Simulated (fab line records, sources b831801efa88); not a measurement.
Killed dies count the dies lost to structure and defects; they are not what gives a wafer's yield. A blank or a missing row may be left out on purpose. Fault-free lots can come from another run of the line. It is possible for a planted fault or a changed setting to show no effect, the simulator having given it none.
The tool behind it: which one? / flow sky130 / Sampling: 12 lots, 36 wafers, 5 of 708 route steps

== WHAT THE GAUGES READ, wafer by wafer ==
SKY_NWELL_TW_MEAS_26. Usual: for NWELL_2_TW the level is 498.5 and the standard deviation is 2.3.
lot=L484; measured=day 5 15:13; on=film metro-01; NWELL_2_TW=498.3 497.0 498.3; flag=
lot=L485; measured=day 5 19:50; on=film metro-02; NWELL_2_TW=501.2 497.1 499.8; flag=
lot=L488; measured=day 6 16:01; on=film metro-01; NWELL_2_TW=497.9 499.0 494.4; flag=
lot=L489; measured=day 6 20:56; on=film metro-01; NWELL_2_TW=499.6 493.3 500.4; flag=
lot=L490; measured=day 7 00:41; on=film metro-03; NWELL_2_TW=497.5 498.3 498.0; flag=
lot=L491; measured=day 7 05:44; on=film metro-01; NWELL_2_TW=497.2 498.6 502.1; flag=
lot=L493; measured=day 7 18:44; on=film metro-03; NWELL_2_TW=496.4 497.6 498.7; flag=
lot=L494; measured=day 8 01:26; on=film metro-03; NWELL_2_TW=499.7 496.5 497.9; flag=
lot=L495; measured=day 8 04:23; on=film metro-01; NWELL_2_TW=495.2 500.8 497.5; flag=
lot=L502; measured=day 10 02:54; on=film metro-02; NWELL_2_TW=622.0 622.1 619.3; flag=OFF
lot=L503; measured=day 10 09:54; on=film metro-01; NWELL_2_TW=621.2 622.9 622.5; flag=OFF
lot=L506; measured=day 11 03:08; on=film metro-03; NWELL_2_TW=497.9 498.0 499.7; flag=

SKY_NWELL_RS_MEAS_31: measurement is done with a four-point probe. Usual: for PWDE_RS the level is 5278 ohm/sq and the standard deviation is 16.
lot=L484; measured=day 5 15:40; on=film metro-03; PWDE_RS (ohm/sq)=5281 5307 5297; flag=
lot=L485; measured=day 5 20:17; on=film metro-03; PWDE_RS (ohm/sq)=5228 5225 5258; flag=
lot=L488; measured=day 6 16:29; on=film metro-02; PWDE_RS (ohm/sq)=5279 5287 5283; flag=
lot=L489; measured=day 6 21:23; on=film metro-02; PWDE_RS (ohm/sq)=5280 5277 5287; flag=
lot=L490; measured=day 7 01:08; on=film metro-01; PWDE_RS (ohm/sq)=5256 5266 5281; flag=
lot=L491; measured=day 7 06:13; on=film metro-02; PWDE_RS (ohm/sq)=5267 5272 5259; flag=
lot=L493; measured=day 7 19:11; on=film metro-01; PWDE_RS (ohm/sq)=5283 5288 5291; flag=
lot=L494; measured=day 8 01:53; on=film metro-01; PWDE_RS (ohm/sq)=5301 5302 5305; flag=
lot=L495; measured=day 8 04:52; on=film metro-01; PWDE_RS (ohm/sq)=5259 5258 5282; flag=
lot=L502; measured=day 10 03:22; on=film metro-01; PWDE_RS (ohm/sq)=5280 5274 5267; flag=
lot=L503; measured=day 10 10:21; on=film metro-03; PWDE_RS (ohm/sq)=5273 5273 5292; flag=
lot=L506; measured=day 11 03:41; on=film metro-01; PWDE_RS (ohm/sq)=5284 5284 5266; flag=

SKY_VT_ADJUST_PCH_OVL_MEAS_07. Usual: for VT_ADJUST_PCH_OVL the level is 0.4 nm and the standard deviation is 1.5.
lot=L484; measured=day 10 17:16; on=overlay-01; VT_ADJUST_PCH_OVL (nm)=3.2 1.1 2.0; flag=
lot=L485; measured=day 10 23:16; on=overlay-01; VT_ADJUST_PCH_OVL (nm)=3.4 1.0 2.5; flag=
lot=L488; measured=day 12 01:38; on=overlay-02; VT_ADJUST_PCH_OVL (nm)=0.2 -1.0 0.1; flag=
lot=L489; measured=day 12 08:40; on=overlay-01; VT_ADJUST_PCH_OVL (nm)=-0.2 -1.3 -0.3; flag=
lot=L490; measured=day 12 10:48; on=overlay-02; VT_ADJUST_PCH_OVL (nm)=-1.5 -2.4 -1.1; flag=
lot=L491; measured=day 12 15:49; on=overlay-02; VT_ADJUST_PCH_OVL (nm)=-1.6 0.5 -1.8; flag=
lot=L493; measured=day 13 11:05; on=overlay-02; VT_ADJUST_PCH_OVL (nm)=-0.7 1.6 -0.6; flag=
lot=L494; measured=day 13 19:06; on=overlay-01; VT_ADJUST_PCH_OVL (nm)=0.2 -0.2 -0.4; flag=
lot=L495; measured=day 13 22:07; on=overlay-02; VT_ADJUST_PCH_OVL (nm)=-0.4 -0.6 0.5; flag=
lot=L502; measured=day 16 08:10; on=overlay-02; VT_ADJUST_PCH_OVL (nm)=1.4 -0.1 0.7; flag=
lot=L503; measured=day 16 18:05; on=overlay-01; VT_ADJUST_PCH_OVL (nm)=0.1 2.7 3.2; flag=
lot=L506; measured=day 17 14:53; on=overlay-01; VT_ADJUST_PCH_OVL (nm)=4.3 3.7 2.2; flag=

== WHAT TOOL EACH LOT RAN ON (gives the tool, then ch and the chambers of the sampled wafers, and finally the start) ==
lot=L484; SKY_NWELL_IMPLANT_24=implanter-04 ch 0, day 5 14:58; SKY_VT_ADJUST_HVTR_STRIP_10=plasma asher-02 ch 0,1, day 9 19:42
lot=L485; SKY_NWELL_IMPLANT_24=implanter-03 ch 0, day 5 19:35; SKY_VT_ADJUST_HVTR_STRIP_10=plasma asher-02 ch 1, day 10 01:17
lot=L488; SKY_NWELL_IMPLANT_24=implanter-03 ch 0, day 6 15:46; SKY_VT_ADJUST_HVTR_STRIP_10=plasma asher-04 ch 0, day 11 01:46
lot=L489; SKY_NWELL_IMPLANT_24=implanter-03 ch 0, day 6 20:41; SKY_VT_ADJUST_HVTR_STRIP_10=plasma asher-04 ch 0,1, day 11 08:37
lot=L490; SKY_NWELL_IMPLANT_24=implanter-02 ch 0, day 7 00:26; SKY_VT_ADJUST_HVTR_STRIP_10=plasma asher-02 ch 0,1, day 11 11:04
lot=L491; SKY_NWELL_IMPLANT_24=implanter-02 ch 0, day 7 05:31; SKY_VT_ADJUST_HVTR_STRIP_10=plasma asher-02 ch 0,1, day 11 16:08
lot=L493; SKY_NWELL_IMPLANT_24=implanter-04 ch 0, day 7 18:29; SKY_VT_ADJUST_HVTR_STRIP_10=plasma asher-01 ch 0,1, day 12 09:58
lot=L494; SKY_NWELL_IMPLANT_24=implanter-02 ch 0, day 8 01:11; SKY_VT_ADJUST_HVTR_STRIP_10=plasma asher-01 ch 0,1, day 12 17:52
lot=L495; SKY_NWELL_IMPLANT_24=implanter-03 ch 0, day 8 04:10; SKY_VT_ADJUST_HVTR_STRIP_10=plasma asher-02 ch 0,1, day 12 21:26
lot=L502; SKY_NWELL_IMPLANT_24=implanter-04 ch 0, day 10 02:21; SKY_VT_ADJUST_HVTR_STRIP_10=plasma asher-02 ch 0,1, day 15 04:39
lot=L503; SKY_NWELL_IMPLANT_24=implanter-04 ch 0, day 10 09:20; SKY_VT_ADJUST_HVTR_STRIP_10=plasma asher-02 ch 0,1, day 15 13:44
lot=L506; SKY_NWELL_IMPLANT_24=implanter-03 ch 0, day 11 02:54; SKY_VT_ADJUST_HVTR_STRIP_10=plasma asher-02 ch 0,1, day 16 10:31
- SKY_NWELL_IMPLANT_24
- SKY_VT_ADJUST_HVTR_STRIP_10: strips in O2/N2.

== WHAT THE TOOLS THEMSELVES READ (means of the sampled wafers that have a number; where no wafer has one, the mark that the record gives instead) ==
SKY_NWELL_IMPLANT_24. Usual: dose ions cm2 9.199e+12, standard deviation 1.2e+10; end station pressure torr 5.06e-06 Torr, standard deviation 2.7e-07; faraday current uA 51.8, standard deviation 1.1.
lot=L484; tool=implanter-04; dose ions cm2=9.194e+12; end station pressure torr (Torr)=5.38e-06; faraday current uA=51.3; flag=
lot=L485; tool=implanter-03; dose ions cm2=9.195e+12; end station pressure torr (Torr)=5.23e-06; faraday current uA=51.5; flag=
lot=L488; tool=implanter-03; dose ions cm2=9.218e+12; end station pressure torr (Torr)=4.98e-06; faraday current uA=52.2; flag=
lot=L489; tool=implanter-03; dose ions cm2=9.200e+12; end station pressure torr (Torr)=5.20e-06; faraday current uA=52.3; flag=
lot=L490; tool=implanter-02; dose ions cm2=9.215e+12; end station pressure torr (Torr)=4.95e-06; faraday current uA=52.4; flag=
lot=L491; tool=implanter-02; dose ions cm2=9.189e+12; end station pressure torr (Torr)=5.05e-06; faraday current uA=51.3; flag=
lot=L493; tool=implanter-04; dose ions cm2=9.189e+12; end station pressure torr (Torr)=5.08e-06; faraday current uA=51.6; flag=
lot=L494; tool=implanter-02; dose ions cm2=9.203e+12; end station pressure torr (Torr)=5.11e-06; faraday current uA=51.1; flag=
lot=L495; tool=implanter-03; dose ions cm2=9.193e+12; end station pressure torr (Torr)=5.16e-06; faraday current uA=51.7; flag=
lot=L502; tool=implanter-04; dose ions cm2=9.203e+12; end station pressure torr (Torr)=5.25e-06; faraday current uA=52.2; flag=
lot=L503; tool=implanter-04; dose ions cm2=9.205e+12; end station pressure torr (Torr)=5.22e-06; faraday current uA=51.6; flag=
lot=L506; tool=implanter-03; dose ions cm2=9.215e+12; end station pressure torr (Torr)=5.17e-06; faraday current uA=53.4; flag=

SKY_VT_ADJUST_HVTR_STRIP_10. Usual: drypump motor current A 5.7 A, standard deviation 0.5; oes product au 0.716 a.u., standard deviation 0.0051; strip time to endpoint s 14.18 s, standard deviation 0.039.
lot=L484; tool=plasma asher-02; drypump motor current A (A)=5.3; oes product au (a.u.)=0.714; strip time to endpoint s (s)=14.22; flag=
lot=L485; tool=plasma asher-02; drypump motor current A (A)=5.5; oes product au (a.u.)=0.719; strip time to endpoint s (s)=14.18; flag=
lot=L488; tool=plasma asher-04; drypump motor current A (A)=6.3; oes product au (a.u.)=0.712; strip time to endpoint s (s)=14.25; flag=
lot=L489; tool=plasma asher-04; drypump motor current A (A)=5.6; oes product au (a.u.)=0.716; strip time to endpoint s (s)=14.19; flag=
lot=L490; tool=plasma asher-02; drypump motor current A (A)=5.3; oes product au (a.u.)=0.712; strip time to endpoint s (s)=14.25; flag=
lot=L491; tool=plasma asher-02; drypump motor current A (A)=5.4; oes product au (a.u.)=0.718; strip time to endpoint s (s)=14.17; flag=
lot=L493; tool=plasma asher-01; drypump motor current A (A)=6.0; oes product au (a.u.)=0.720; strip time to endpoint s (s)=14.22; flag=
lot=L494; tool=plasma asher-01; drypump motor current A (A)=6.0; oes product au (a.u.)=0.714; strip time to endpoint s (s)=14.18; flag=
lot=L495; tool=plasma asher-02; drypump motor current A (A)=5.4; oes product au (a.u.)=0.716; strip time to endpoint s (s)=14.20; flag=
lot=L502; tool=plasma asher-02; drypump motor current A (A)=5.3; oes product au (a.u.)=0.717; strip time to endpoint s (s)=14.11; flag=
lot=L503; tool=plasma asher-02; drypump motor current A (A)=5.4; oes product au (a.u.)=0.716; strip time to endpoint s (s)=14.19; flag=
lot=L506; tool=plasma asher-02; drypump motor current A (A)=5.3; oes product au (a.u.)=0.716; strip time to endpoint s (s)=14.15; flag=

== THE ANSWER, worked out from the rows above alone ==
Rule: a lot counts as off when the mean over its wafers that have a number is more than 3 standard deviations away from the usual mean. A lot without any number at a reading at which 4 lots or more have one is off too. Any other lot the step has rows for is counted as sound. Order of review: gauges by route order, followed by the tools' own readings, for which a lot's mean as printed above is used. The first step at which some lot is off is used, and at that step the reading that is off furthest; a lot without a number counts as furthest.
Off: L502, L503, seen at SKY_NWELL_TW_MEAS_26 (NWELL_2_TW).
A tool fits if, at a process step before that reading, it ran every lot that is off, and no sound lot after the first of them. The gauges at SKY_NWELL_TW_MEAS_26 are tried like those tools. One fits: implanter-04 at SKY_NWELL_IMPLANT_24. A fault onset in the window from L493 (day 7 18:29, its last sound lot) to L502 (day 10 02:21, its first lot off) fits.

== WHAT THE SIMULATOR PUT IN ==
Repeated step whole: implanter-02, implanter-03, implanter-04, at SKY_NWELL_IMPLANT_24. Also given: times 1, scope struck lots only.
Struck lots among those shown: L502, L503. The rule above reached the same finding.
